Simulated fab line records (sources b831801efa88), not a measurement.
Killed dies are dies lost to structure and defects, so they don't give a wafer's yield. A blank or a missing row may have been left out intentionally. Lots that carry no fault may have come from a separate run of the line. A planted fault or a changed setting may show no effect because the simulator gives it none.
Which tool was responsible? | flow sky130 | 13 lots, 39 wafers sampled, at 4 steps of a route of 708

WHAT THE GAUGES SHOWED, per wafer
SKY_FIELD_ISO_BOW_MEAS_00.
lot  | measured    | on            | INCOMING_BOW (um)
L203 | day 1 10:00 | film metro-01 | -10 1 3
L205 | day 1 20:02 | film metro-02 | -13 -1 7
L206 | day 2 01:02 | film metro-01 | 0 0 -4
L209 | day 2 16:02 | film metro-01 | 9 6 -6
L213 | day 3 12:00 | film metro-01 | -2 8 7
L214 | day 3 17:02 | film metro-02 | 5 9 5
L216 | day 4 03:01 | film metro-01 | -2 -1 -6
L217 | day 4 08:02 | film metro-02 | -1 -6 -5
L218 | day 4 13:01 | film metro-01 | 5 -3 -2
L220 | day 4 23:02 | film metro-03 | -8 4 -1
L221 | day 5 04:01 | film metro-03 | -7 9 -7
L223 | day 5 14:00 | film metro-02 | 3 13 0
L224 | day 5 19:00 | film metro-01 | 1 10 -10

SKY_VT_ADJUST_HVTP_TW_MEAS_11.
lot  | measured     | on            | VT_ADJUST_HVTP_TW
L203 | day 6 02:45  | film metro-02 | 1351 1353 1355
L205 | day 6 19:02  | film metro-04 | 1700 1687 1689
L206 | day 7 00:13  | film metro-04 | 1360 1356 1363
L209 | day 7 18:52  | film metro-02 | 1686 1691 1688
L213 | day 8 15:50  | film metro-03 | 1352 1349 1357
L214 | day 8 22:05  | film metro-04 | 1707 1698 1705
L216 | day 9 13:50  | film metro-02 | 1367 1376 1359
L217 | day 9 16:16  | film metro-03 | 1363 1358 1360
L218 | day 10 02:27 | film metro-02 | 1375 1375 1371
L220 | day 10 14:40 | film metro-02 | 1366 1367 1365
L221 | day 10 21:41 | film metro-02 | 1363 1360 1363
L223 | day 11 08:08 | film metro-04 | 1363 1362 1368
L224 | day 11 17:39 | film metro-03 | 1349 1350 1352

SKY_VT_ADJUST_NCORE_CD_MEAS_07: the cd target is 380 nm.
lot  | measured     | on        | cd nm (nm)
L203 | day 8 14:28  | cd sem-02 | 381.6 380.7 381.5
L205 | day 9 07:56  | cd sem-01 | 376.7 378.7 375.2
L206 | day 9 14:20  | cd sem-02 | 382.1 382.9 381.9
L209 | day 10 09:43 | cd sem-02 | 378.9 377.5 378.8
L213 | day 11 08:59 | cd sem-01 | 379.2 380.6 379.7
L214 | day 11 17:35 | cd sem-01 | 380.9 382.3 382.7
L216 | day 12 10:13 | cd sem-02 | 373.3 372.9 371.9
L217 | day 12 12:37 | cd sem-02 | 379.7 378.4 379.0
L218 | day 12 23:06 | cd sem-02 | 379.4 382.7 380.9
L220 | day 13 13:46 | cd sem-02 | 379.8 379.4 381.1
L221 | day 13 19:28 | cd sem-01 | 376.8 380.1 375.7
L223 | day 14 07:50 | cd sem-02 | 379.6 377.7 379.0
L224 | day 14 18:02 | cd sem-01 | 382.7 381.3 381.9

EACH LOT AND THE TOOL THAT RAN IT (in order: tool; ch and the chambers of the sampled wafers; start)
lot  | SKY_VT_ADJUST_HVTP_IMPLANT_09
L203 | implanter-03 ch 0, day 6 02:30
L205 | implanter-04 ch 0, day 6 18:30
L206 | implanter-04 ch 0, day 6 23:59
L209 | implanter-02 ch 0, day 7 18:12
L213 | implanter-02 ch 0, day 8 15:35
L214 | implanter-04 ch 0, day 8 21:32
L216 | implanter-02 ch 0, day 9 13:37
L217 | implanter-02 ch 0, day 9 16:03
L218 | implanter-03 ch 0, day 10 02:13
L220 | implanter-04 ch 0, day 10 14:26
L221 | implanter-03 ch 0, day 10 21:28
L223 | implanter-03 ch 0, day 11 07:53
L224 | implanter-02 ch 0, day 11 17:24
- SKY_VT_ADJUST_HVTP_IMPLANT_09

AS READ BY THE TOOLS THEMSELVES (means over the sampled wafers that have a number; for cases with no such wafer, the mark the record gives instead)
The record holds no such reading with a usual standard deviation.

THE ANSWER, worked out from the rows above alone
Rule: the usual values come from the lots themselves. Put in order of their means at a reading, lots are off if they are a third of the lots or fewer, leave a main group of 4 or more, and stand apart from it by a gap of 3 or more times the standard deviation of the main group's means; of several such gaps the widest counts. The tables above print the reading to a certain number of digits; a main group whose means all agree to those digits is not used. Also off: a lot with no number at a reading for which 4 or more lots have one. All remaining lots with rows at the step are treated as sound. Order of review: gauges by route order, followed by the tools' own readings, for which a lot's mean as printed above is used. At the first step where some lot is off, the reading lying furthest off is the one used; lots without a number count as furthest.
Off: at SKY_VT_ADJUST_HVTP_TW_MEAS_11 (VT_ADJUST_HVTP_TW), L205, L209, L214. The main group has a mean of 1361 with a standard deviation of 7.
If a tool, at a process step before that reading, ran all the lots that are off and no sound lot after the first of them, it fits. Those tools and the gauges at SKY_VT_ADJUST_HVTP_TW_MEAS_11 are tried in the same way. No candidate that was tried fits.

WHAT HAD BEEN PUT IN BY THE SIMULATOR
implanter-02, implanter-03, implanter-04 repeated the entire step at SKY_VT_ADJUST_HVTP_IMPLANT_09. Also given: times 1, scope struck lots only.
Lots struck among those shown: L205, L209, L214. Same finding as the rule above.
